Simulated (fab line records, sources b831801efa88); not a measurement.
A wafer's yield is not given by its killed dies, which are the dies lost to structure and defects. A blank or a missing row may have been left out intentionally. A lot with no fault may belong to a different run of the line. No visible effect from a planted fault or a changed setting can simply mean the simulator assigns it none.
Which tool did it? | flow gf180mcu | Sampling: 10 lots, 30 wafers, 5 of 602 route steps

WHAT THE GAUGES SHOWED, per wafer
GF_M4_CD_MEAS_14 targets a cd of 280 nm. Usual: cd nm reads 280.1 nm (standard deviation 1.2).
lot  | measured     | on        | cd nm (nm)        | flag
L683 | day 23 14:16 | cd sem-02 | 279.8 280.7 280.1 |
L684 | day 23 23:22 | cd sem-01 | 280.3 281.2 279.6 |
L687 | day 24 18:38 | cd sem-01 | 280.0 282.3 281.4 |
L689 | day 25 08:18 | cd sem-02 | 280.3 279.1 279.0 |
L690 | day 25 21:18 | cd sem-02 | 282.8 282.5 282.7 |
L700 | day 28 22:35 | cd sem-01 | 278.2 279.1 278.5 |
L701 | day 29 01:49 | cd sem-01 | 280.2 280.2 278.0 |
L704 | day 30 01:10 | cd sem-01 | 279.0 277.3 279.0 |
L705 | day 30 03:23 | cd sem-02 | 280.2 280.9 280.0 |
L706 | day 30 11:47 | cd sem-01 | 282.5 282.1 282.3 |

GF_TOP_METAL_RS_MEAS_05: measurement is done with a four-point probe. Usual: TOP_METAL_ALCU_RS typically reads 0.03272 ohm/sq, with standard deviation 0.00027.
lot  | measured     | on            | TOP_METAL_ALCU_RS (ohm/sq) | flag
L683 | day 27 10:52 | film metro-04 | 0.03326 0.03312 0.03332    |
L684 | day 27 19:01 | film metro-01 | 0.03273 0.0324 0.03284     |
L687 | day 28 12:41 | film metro-04 | 0.03264 0.03254 0.03273    |
L689 | day 29 01:39 | film metro-04 | 0.03287 0.03268 0.0327     |
L690 | day 29 11:41 | film metro-01 | 0.03287 0.0326 0.03314     |
L700 | day 32 05:17 | film metro-04 | 0.03302 0.03257 0.03544    | OFF
L701 | day 32 08:52 | film metro-04 | 0.03534 0.03282 0.03279    | OFF
L704 | day 33 04:31 | film metro-04 | 0.03275 0.03235 0.03279    |
L705 | day 33 06:19 | film metro-04 | 0.03273 0.03269 0.033      |
L706 | day 33 13:13 | film metro-04 | 0.03236 0.03271 0.03259    |

GF_TOP_METAL_THK_MEAS_06: measures by xrf. Usual: TOP_METAL_ALCU_THK typically reads 880 nm, with standard deviation 7.3.
lot  | measured     | on            | TOP_METAL_ALCU_THK (nm) | flag
L683 | day 27 10:58 | film metro-04 | 873 874 873             |
L684 | day 27 19:08 | film metro-01 | 893 890 881             |
L687 | day 28 12:47 | film metro-04 | 881 887 880             |
L689 | day 29 01:46 | film metro-04 | 879 886 888             |
L690 | day 29 11:49 | film metro-01 | 877 883 866             |
L700 | day 32 05:24 | film metro-04 | 882 892 821             |
L701 | day 32 08:58 | film metro-04 | 819 883 887             |
L704 | day 33 04:37 | film metro-04 | 882 892 879             |
L705 | day 33 06:26 | film metro-04 | 880 876 877             |
L706 | day 33 13:20 | film metro-04 | 885 880 882             |

EACH LOT AND THE TOOL THAT RAN IT (in order: tool; ch and the chambers of the sampled wafers; start)
lot  | GF_V3_STRIP_18                       | GF_TOP_METAL_SPUTTER_02
L683 | plasma asher-02 ch 0,1, day 22 13:52 | pvd sputter-03, day 27 10:45
L684 | plasma asher-03 ch 0,1, day 22 23:22 | pvd sputter-03, day 27 18:55
L687 | plasma asher-01 ch 0,1, day 23 19:24 | pvd sputter-03, day 28 12:32
L689 | plasma asher-01 ch 0, day 24 09:05   | pvd sputter-04, day 29 01:34
L690 | plasma asher-03 ch 0,1, day 24 22:26 | pvd sputter-03, day 29 11:36
L700 | plasma asher-01 ch 0,1, day 28 01:19 | pvd sputter-03, day 32 05:11
L701 | plasma asher-02 ch 0,1, day 28 04:46 | pvd sputter-03, day 32 08:37
L704 | plasma asher-01 ch 0,1, day 29 05:04 | pvd sputter-02, day 33 04:24
L705 | plasma asher-03 ch 0,1, day 29 07:25 | pvd sputter-04, day 33 06:14
L706 | plasma asher-02 ch 0,1, day 29 15:52 | pvd sputter-04, day 33 13:08
- GF_V3_STRIP_18: strips in O2/N2.
- GF_TOP_METAL_SPUTTER_02: material AlCu, target thk 900 nm, time 47.82 s.

WHAT THE TOOLS THEMSELVES READ (means of the sampled wafers that have a number; where no wafer has one, the mark that the record gives instead)
GF_V3_STRIP_18. Usual: drypump motor current A 5.6 A, standard deviation 0.49; heater power w 353 W, standard deviation 38; oes product au 0.592 a.u., standard deviation 0.0043.
lot  | tool            | drypump motor current A (A) | heater power w (W) | oes product au (a.u.) | flag
L683 | plasma asher-02 | 6.0                         | 344                | 0.593                 |
L684 | plasma asher-03 | 5.7                         | 350                | 0.594                 |
L687 | plasma asher-01 | 5.3                         | 373                | 0.590                 |
L689 | plasma asher-01 | 5.1                         | 304                | 0.592                 |
L690 | plasma asher-03 | 5.6                         | 344                | 0.589                 |
L700 | plasma asher-01 | 5.3                         | 371                | 0.587                 |
L701 | plasma asher-02 | 6.3                         | 355                | 0.595                 |
L704 | plasma asher-01 | 5.3                         | 372                | 0.597                 |
L705 | plasma asher-03 | 5.9                         | 362                | 0.594                 |
L706 | plasma asher-02 | 6.3                         | 354                | 0.592                 |

GF_TOP_METAL_SPUTTER_02. Usual: throttle valve pct reads 30.0 % (standard deviation 1.1).
lot  | tool           | throttle valve pct (%) | flag
L683 | pvd sputter-03 | 30.4                   |
L684 | pvd sputter-03 | 29.9                   |
L687 | pvd sputter-03 | 30.5                   |
L689 | pvd sputter-04 | 28.6                   |
L690 | pvd sputter-03 | 30.4                   |
L700 | pvd sputter-03 | 29.8                   |
L701 | pvd sputter-03 | 30.0                   |
L704 | pvd sputter-02 | 30.8                   |
L705 | pvd sputter-04 | 29.9                   |
L706 | pvd sputter-04 | 29.8                   |

THE ANSWER, worked out from the rows above alone
Rule: take the mean of a lot's wafers that have a number; if it is more than 3 standard deviations from the usual mean, the lot is off. A lot without any number at a reading at which 4 lots or more have one is off too. Any other lot the step has rows for is counted as sound. First the gauges in route order, then the tools' own readings, where a lot's mean is used as printed above. At the first step where some lot is off, the reading lying furthest off is the one used; lots without a number count as furthest.
Off: L700, L701, seen at GF_TOP_METAL_RS_MEAS_05 (TOP_METAL_ALCU_RS).
If a tool, at a process step before that reading, ran all the lots that are off and no sound lot after the first of them, it fits. Gauges at GF_TOP_METAL_RS_MEAS_05: tried the same way as those tools. One fits: GF_TOP_METAL_SPUTTER_02 on pvd sputter-03. Its last sound lot is L690 (day 29 11:36), its first lot that is off L700 (day 32 05:11): a fault that began between those two fits.

WHAT THE SIMULATOR PUT IN
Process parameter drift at GF_TOP_METAL_SPUTTER_02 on pvd sputter-03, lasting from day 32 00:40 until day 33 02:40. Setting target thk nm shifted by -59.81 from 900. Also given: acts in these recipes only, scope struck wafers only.
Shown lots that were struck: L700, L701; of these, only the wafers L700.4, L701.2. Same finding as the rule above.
